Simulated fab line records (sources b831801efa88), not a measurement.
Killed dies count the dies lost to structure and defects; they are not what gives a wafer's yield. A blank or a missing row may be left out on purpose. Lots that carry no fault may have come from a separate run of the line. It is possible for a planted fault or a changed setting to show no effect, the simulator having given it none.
Split-lot trial :: flow gf180mcu :: 23 wafers read across 5 lots, on a route 602 steps long

== SPLIT DETAILS ==
At GF_NSD_EXPOSE_04 (exposes mask Nplus, target cd 400 nm), the setting dose-mj was moved away from the recipe's 140 on 7 of the 23 wafers read, by -4.9% to +6.9%. This setting was run at the recipe's value on the other wafers.

== FROM THE SPLIT TO THE READING: what the file shows between them, 2 steps ==
- GF_NSD_PEB_05
- GF_NSD_DEVELOP_06: develop time 62.17 s

== THE READING ==
At GF_NSD_CD_MEAS_07: cd-nm in nanometres, against a target cd of 400 nm. Fault-free wafers of this fab line usually give 400.7 nm, standard deviation 2 nm.

wafer: L076.1
tool, chamber at the split: iline-stepper-02, 0
dose-mj as run: 140
against the recipe: recipe
cd-nm, nm: 399.5
against lot-mates on the recipe: -

wafer: L076.2
tool, chamber at the split: iline-stepper-02, 0
dose-mj as run: 140
against the recipe: recipe
cd-nm, nm: 400.1
against lot-mates on the recipe: -

wafer: L076.3
tool, chamber at the split: iline-stepper-02, 0
dose-mj as run: 140
against the recipe: recipe
cd-nm, nm: 398.5
against lot-mates on the recipe: -

wafer: L076.4
tool, chamber at the split: iline-stepper-02, 0
dose-mj as run: 140
against the recipe: recipe
cd-nm, nm: 401.1
against lot-mates on the recipe: -

wafer: L076.5
tool, chamber at the split: iline-stepper-02, 0
dose-mj as run: 140
against the recipe: recipe
cd-nm, nm: 399.9
against lot-mates on the recipe: -

wafer: L078.2
tool, chamber at the split: iline-stepper-02, 0
dose-mj as run: 140
against the recipe: recipe
cd-nm, nm: 399.8
against lot-mates on the recipe: -

wafer: L078.3
tool, chamber at the split: iline-stepper-02, 0
dose-mj as run: 149.6
against the recipe: +6.9%
cd-nm, nm: 419.7
against lot-mates on the recipe: +19.9

wafer: L078.4
tool, chamber at the split: iline-stepper-02, 0
dose-mj as run: 149.6
against the recipe: +6.9%
cd-nm, nm: 418.6
against lot-mates on the recipe: +18.9

wafer: L078.5
tool, chamber at the split: iline-stepper-02, 0
dose-mj as run: 140
against the recipe: recipe
cd-nm, nm: 399.7
against lot-mates on the recipe: -

wafer: L078.6
tool, chamber at the split: iline-stepper-02, 0
dose-mj as run: 149.6
against the recipe: +6.9%
cd-nm, nm: 418.5
against lot-mates on the recipe: +18.8

wafer: L079.1
tool, chamber at the split: iline-stepper-02, 0
dose-mj as run: 140
against the recipe: recipe
cd-nm, nm: 401.6
against lot-mates on the recipe: -

wafer: L079.4
tool, chamber at the split: iline-stepper-02, 0
dose-mj as run: 140
against the recipe: recipe
cd-nm, nm: 400.0
against lot-mates on the recipe: -

wafer: L079.5
tool, chamber at the split: iline-stepper-02, 0
dose-mj as run: 140
against the recipe: recipe
cd-nm, nm: 400.4
against lot-mates on the recipe: -

wafer: L082.1
tool, chamber at the split: iline-stepper-01, 0
dose-mj as run: 140
against the recipe: recipe
cd-nm, nm: 401.6
against lot-mates on the recipe: -

wafer: L082.2
tool, chamber at the split: iline-stepper-01, 0
dose-mj as run: 133.1
against the recipe: -4.9%
cd-nm, nm: 387.0
against lot-mates on the recipe: -16.4

wafer: L082.3
tool, chamber at the split: iline-stepper-01, 0
dose-mj as run: 140
against the recipe: recipe
cd-nm, nm: 402.5
against lot-mates on the recipe: -

wafer: L082.5
tool, chamber at the split: iline-stepper-01, 0
dose-mj as run: 140
against the recipe: recipe
cd-nm, nm: 406.1
against lot-mates on the recipe: -

wafer: L082.6
tool, chamber at the split: iline-stepper-01, 0
dose-mj as run: 133.1
against the recipe: -4.9%
cd-nm, nm: 387.8
against lot-mates on the recipe: -15.6

wafer: L084.1
tool, chamber at the split: iline-stepper-02, 0
dose-mj as run: 140
against the recipe: recipe
cd-nm, nm: 398.1
against lot-mates on the recipe: -

wafer: L084.2
tool, chamber at the split: iline-stepper-02, 0
dose-mj as run: 140
against the recipe: recipe
cd-nm, nm: 399.2
against lot-mates on the recipe: -

wafer: L084.4
tool, chamber at the split: iline-stepper-02, 0
dose-mj as run: 149.7
against the recipe: +6.9%
cd-nm, nm: 416.9
against lot-mates on the recipe: +17.5

wafer: L084.5
tool, chamber at the split: iline-stepper-02, 0
dose-mj as run: 149.7
against the recipe: +6.9%
cd-nm, nm: 416.2
against lot-mates on the recipe: +16.8

wafer: L084.6
tool, chamber at the split: iline-stepper-02, 0
dose-mj as run: 140
against the recipe: recipe
cd-nm, nm: 400.9
against lot-mates on the recipe: -

FIT RESULTS
A straight line over all 23 wafers: cd-nm changes by +2.56 nm for each +1% of dose-mj; r = +0.98; the points scatter about the line by 1.7 nm.
The same after taking each lot's own level away (the mean of its wafers on the recipe; 23 wafers): +2.8 nm for each +1%; r = +0.99; scatter 1.3 nm.
According to that fit, moving dose-mj by its largest amount changes the reading by 19 nm.
The span of the lots' own levels, 399.40 to 403.40 nm, comes to 2.0 times the standard deviation stated above.
The two slopes agree, so the slope changes little with the lot-to-lot level.
Check: with one of the wafers moved furthest among these (+6.9%) left out of the fit, the line predicts +19.3 nm for it against its lot-mates. Against them it came out at +17.5 nm.

== ADDITIONAL SPLITS CARRIED BY THESE WAFERS ==
These wafers also went through other splits before the reading. Each is held against what the fit with the lots' levels taken away leaves over:
other split on the same wafers: GF_HV_LDD_IMPLANT_09 energy-kev
wafers away from the commonest value: 4
r with cd-nm (lot level and that fit taken away): +0.16

other split on the same wafers: GF_HV_LDD_STRIP_22 platen-temp-c
wafers away from the commonest value: 11
r with cd-nm (lot level and that fit taken away): -0.39

other split on the same wafers: GF_HV_LDD_COAT_41 resist-thk-nm
wafers away from the commonest value: 5
r with cd-nm (lot level and that fit taken away): +0.20

other split on the same wafers: GF_HV_LDD_DEVELOP_45 develop-time-s
wafers away from the commonest value: 11
r with cd-nm (lot level and that fit taken away): -0.08

== THE WHOLE CHAIN: every reading that the file lists as answering this split, in the file's order ==
step: GF_NSD_DEVELOP_06
what it does: develop time 62.17 s
reading: NSD.cd-nm (the simulator's own value, which no gauge read)
change (the file's fit): +2.77 nm for each +1% of the setting
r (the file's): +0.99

step: GF_NSD_CD_MEAS_07
what it does: target cd 400 nm
reading: cd-nm
change (the file's fit): +2.76 nm for each +1% of the setting
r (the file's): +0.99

== THE FILE'S OWN FIT ==
cd-nm changes by +2.76 nm for each +1% of dose-mj, r = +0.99.
